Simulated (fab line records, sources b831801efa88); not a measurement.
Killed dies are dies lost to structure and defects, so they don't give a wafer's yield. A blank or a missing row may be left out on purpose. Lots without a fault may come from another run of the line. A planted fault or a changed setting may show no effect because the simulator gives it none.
Which tool did it? | flow sky130 | 11 lots, 33 wafers sampled, at 6 steps of a route of 708

WHAT THE GAUGES READ, wafer by wafer
SKY_POLY_GATE_CD_MEAS_22. Usual: cd_nm 150.0 nm, standard deviation 2.6.
lot  | measured     | on        | cd_nm (nm)        | flag
L106 | day 19 21:51 | cd_sem-01 | 155.6 152.4 154.7 |
L110 | day 20 22:34 | cd_sem-02 | 148.1 151.7 148.3 |
L111 | day 21 00:44 | cd_sem-02 | 149.7 152.0 147.7 |
L113 | day 21 11:37 | cd_sem-02 | 147.9 149.6 147.5 |
L112 | day 21 19:47 | cd_sem-02 | 147.8 151.1 149.0 |
L115 | day 22 11:29 | cd_sem-01 | 150.2 149.2 149.1 |
L118 | day 23 10:58 | cd_sem-02 | 149.7 152.7 151.8 |
L119 | day 23 13:17 | cd_sem-02 | 144.4 145.2 146.5 |
L120 | day 23 19:41 | cd_sem-01 | 151.6 148.7 154.4 |
L122 | day 24 19:07 | cd_sem-01 | 148.7 151.2 151.0 |
L123 | day 24 21:34 | cd_sem-01 | 151.6 150.1 150.8 |

SKY_SD_N_RS_MEAS_16: measures by four-point-probe. Usual: SD_N_RS 68.47 ohm/sq, standard deviation 0.11.
lot  | measured     | on            | SD_N_RS (ohm/sq)  | flag
L106 | day 31 01:43 | film_metro-04 | 68.50 68.34 68.57 |
L110 | day 32 03:23 | film_metro-04 | 68.45 68.57 68.48 |
L111 | day 32 03:07 | film_metro-02 | 68.55 68.34 68.31 |
L113 | day 32 17:24 | film_metro-03 | 68.49 68.74 68.57 |
L112 | day 32 21:23 | film_metro-03 | 68.57 68.60 68.55 |
L115 | day 33 10:58 | film_metro-03 | 68.31 68.54 68.28 |
L118 | day 34 05:26 | film_metro-03 | 65.72 65.74 65.79 | OFF
L119 | day 34 06:55 | film_metro-04 | 65.66 65.86 65.82 | OFF
L120 | day 34 11:19 | film_metro-03 | 68.46 68.44 68.53 |
L122 | day 35 11:25 | film_metro-02 | 68.29 68.32 68.26 |
L123 | day 35 12:23 | film_metro-04 | 68.39 68.46 68.48 |

SKY_LOCAL_INTERCONNECT_RS_MEAS_01: measures by four-point-probe. Usual: LOCAL_INTERCONNECT_TIN_RS 14.13 ohm/sq, standard deviation 0.15.
lot  | measured     | on            | LOCAL_INTERCONNECT_TIN_RS (ohm/sq) | flag
L106 | day 32 09:28 | film_metro-01 | 14.15 14.12 13.94                  |
L110 | day 33 07:55 | film_metro-01 | 14.06 14.09 14.00                  |
L111 | day 33 07:34 | film_metro-04 | 14.23 14.24 14.34                  |
L113 | day 33 20:37 | film_metro-01 | 14.19 14.23 14.24                  |
L112 | day 34 00:52 | film_metro-01 | 14.08 14.13 14.12                  |
L115 | day 34 13:59 | film_metro-01 | 14.13 14.03 14.19                  |
L118 | day 35 11:10 | film_metro-03 | 14.15 14.12 14.28                  |
L119 | day 35 12:40 | film_metro-03 | 14.18 14.35 14.35                  |
L120 | day 35 17:17 | film_metro-03 | 14.27 14.36 14.33                  |
L122 | day 36 16:28 | film_metro-03 | 13.84 13.94 14.11                  |
L123 | day 36 17:16 | film_metro-04 | 14.09 14.16 14.05                  |

WHICH TOOL RAN EACH LOT (tool, then ch and the chambers of the sampled wafers, then the start)
lot  | SKY_SD_N_IMPLANT_09             | SKY_SD_N_STRIP_11                    | SKY_LI_CONTACT_CMP_02
L106 | implanter-02 ch 0, day 31 01:02 | plasma_asher-04 ch 0,1, day 31 01:20 | cmp-01 ch 0,1,3, day 31 02:16
L110 | implanter-02 ch 0, day 32 02:43 | plasma_asher-04 ch 0,1, day 32 02:59 | cmp-01 ch 1,2, day 32 03:55
L111 | implanter-04 ch 0, day 32 02:26 | plasma_asher-02 ch 0,1, day 32 02:43 | cmp-01 ch 0,2,3, day 32 03:37
L113 | implanter-02 ch 0, day 32 16:43 | plasma_asher-02 ch 0, day 32 16:59   | cmp-01 ch 0,1, day 32 17:58
L112 | implanter-02 ch 0, day 32 20:41 | plasma_asher-02 ch 0,1, day 32 20:59 | cmp-02 ch 0,2,3, day 32 21:55
L115 | implanter-02 ch 0, day 33 10:17 | plasma_asher-04 ch 0,1, day 33 10:35 | cmp-01 ch 0,1,2, day 33 11:31
L118 | implanter-02 ch 0, day 34 04:46 | plasma_asher-02 ch 1, day 34 05:02   | cmp-02 ch 0,2, day 34 05:58
L119 | implanter-02 ch 0, day 34 06:14 | plasma_asher-04 ch 0,1, day 34 06:32 | cmp-02 ch 0,2,3, day 34 07:31
L120 | implanter-03 ch 0, day 34 10:38 | plasma_asher-02 ch 0,1, day 34 10:56 | cmp-02 ch 2,3, day 34 11:54
L122 | implanter-03 ch 0, day 35 10:44 | plasma_asher-04 ch 0,1, day 35 11:02 | cmp-02 ch 0,1,2, day 35 11:58
L123 | implanter-03 ch 0, day 35 11:43 | plasma_asher-04 ch 0,1, day 35 11:58 | cmp-02 ch 0,1,3, day 35 12:58
- SKY_SD_N_IMPLANT_09
- SKY_SD_N_STRIP_11: strips in O2/N2.
- SKY_LI_CONTACT_CMP_02: polishes PSG.

WHAT THE TOOLS THEMSELVES READ (means of the sampled wafers that have a number; where no wafer has one, the mark that the record gives instead)
SKY_SD_N_IMPLANT_09. Usual: beam_energy_keV 49.999, standard deviation 0.016.
lot  | tool         | beam_energy_keV | flag
L106 | implanter-02 | 49.995          |
L110 | implanter-02 | 49.989          |
L111 | implanter-04 | 50.006          |
L113 | implanter-02 | 49.996          |
L112 | implanter-02 | 49.992          |
L115 | implanter-02 | 49.994          |
L118 | implanter-02 | 54.119          | OFF
L119 | implanter-02 | 54.106          | OFF
L120 | implanter-03 | 50.005          |
L122 | implanter-03 | 50.013          |
L123 | implanter-03 | 50.001          |

SKY_SD_N_STRIP_11. Usual: drypump_motor_current_A 5.62 A, standard deviation 0.23; o2_flow_sccm 3000 sccm, standard deviation 9.3; oes_product_au 0.527 a.u., standard deviation 0.0046; strip_time_to_endpoint_s 22.55 s, standard deviation 0.034.
lot  | tool            | drypump_motor_current_A (A) | o2_flow_sccm (sccm) | oes_product_au (a.u.) | strip_time_to_endpoint_s (s) | flag
L106 | plasma_asher-04 | 5.42                        | 2997                | 0.526                 | 22.55                        |
L110 | plasma_asher-04 | 5.43                        | 3008                | 0.528                 | 22.54                        |
L111 | plasma_asher-02 | 5.83                        | 3002                | 0.531                 | 22.59                        |
L113 | plasma_asher-02 | 5.90                        | 3000                | 0.524                 | 22.54                        |
L112 | plasma_asher-02 | 5.80                        | 3006                | 0.531                 | 22.59                        |
L115 | plasma_asher-04 | 5.57                        | 3001                | 0.525                 | 22.60                        |
L118 | plasma_asher-02 | 5.73                        | 3000                | 0.521                 | 23.17                        | OFF
L119 | plasma_asher-04 | 5.46                        | 3001                | 0.513                 | 23.18                        | OFF
L120 | plasma_asher-02 | 5.86                        | 3009                | 0.526                 | 22.56                        |
L122 | plasma_asher-04 | 5.58                        | 3000                | 0.527                 | 22.58                        |
L123 | plasma_asher-04 | 5.42                        | 3003                | 0.529                 | 22.54                        |

SKY_LI_CONTACT_CMP_02. Usual: motor_current_A 12.2 A, standard deviation 1.4; slurry_filter_dp_kPa 13.51 kPa, standard deviation 0.13; time_to_endpoint_s 32.3 s, standard deviation 2.7.
lot  | tool   | motor_current_A (A) | slurry_filter_dp_kPa (kPa) | time_to_endpoint_s (s) | flag
L106 | cmp-01 | 11.0                | 13.52                      | 34.2                   |
L110 | cmp-01 | 13.2                | 13.51                      | 31.3                   |
L111 | cmp-01 | 11.2                | 13.55                      | 31.4                   |
L113 | cmp-01 | 11.0                | 13.57                      | 31.5                   |
L112 | cmp-02 | 13.0                | 13.64                      | 31.0                   |
L115 | cmp-01 | 12.0                | 13.58                      | 30.4                   |
L118 | cmp-02 | 13.3                | 13.49                      | 28.3                   |
L119 | cmp-02 | 12.4                | 13.49                      | 30.4                   |
L120 | cmp-02 | 13.0                | 13.53                      | 27.2                   |
L122 | cmp-02 | 13.0                | 13.45                      | 36.6                   |
L123 | cmp-02 | 13.2                | 13.47                      | 33.0                   |

THE ANSWER, worked out from the rows above alone
Rule: a lot is off if the mean of its wafers that have a number lies more than 3 standard deviations from the usual mean. A lot without any number at a reading at which 4 lots or more have one is off too. The other lots that the step has rows for count as sound. The gauges are gone through in route order, then the tools' own readings, and for those a lot's mean is taken as printed above. The first step at which some lot is off is used, and at that step the reading that is off furthest; a lot without a number counts as furthest.
Off: L118, L119, at SKY_SD_N_RS_MEAS_16 (SD_N_RS).
A tool fits if, at a process step before that reading, it ran every lot that is off, and no sound lot after the first of them. The gauges at SKY_SD_N_RS_MEAS_16 aren't tried: what is off there is off at SKY_SD_N_IMPLANT_09 too, on other tools, and a gauge's error can't cause that. One fits: implanter-02 at SKY_SD_N_IMPLANT_09. Its last sound lot is L115 (day 33 10:17), its first lot that is off L118 (day 34 04:46): a fault that began between those two fits.
The tool's own readings at SKY_SD_N_IMPLANT_09 bear it out: on the lots that are off they differ by more than 5 times the standard deviation of the sound lots' means. beam_energy_keV reads 54.112 there against 49.999 on the sound lots.

WHAT THE SIMULATOR HAD PUT IN
Process parameter drift: implanter-02, from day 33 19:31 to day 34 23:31, at SKY_SD_N_IMPLANT_09. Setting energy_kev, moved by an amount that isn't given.
Lots struck among those shown: L118, L119. The rule above found the same.
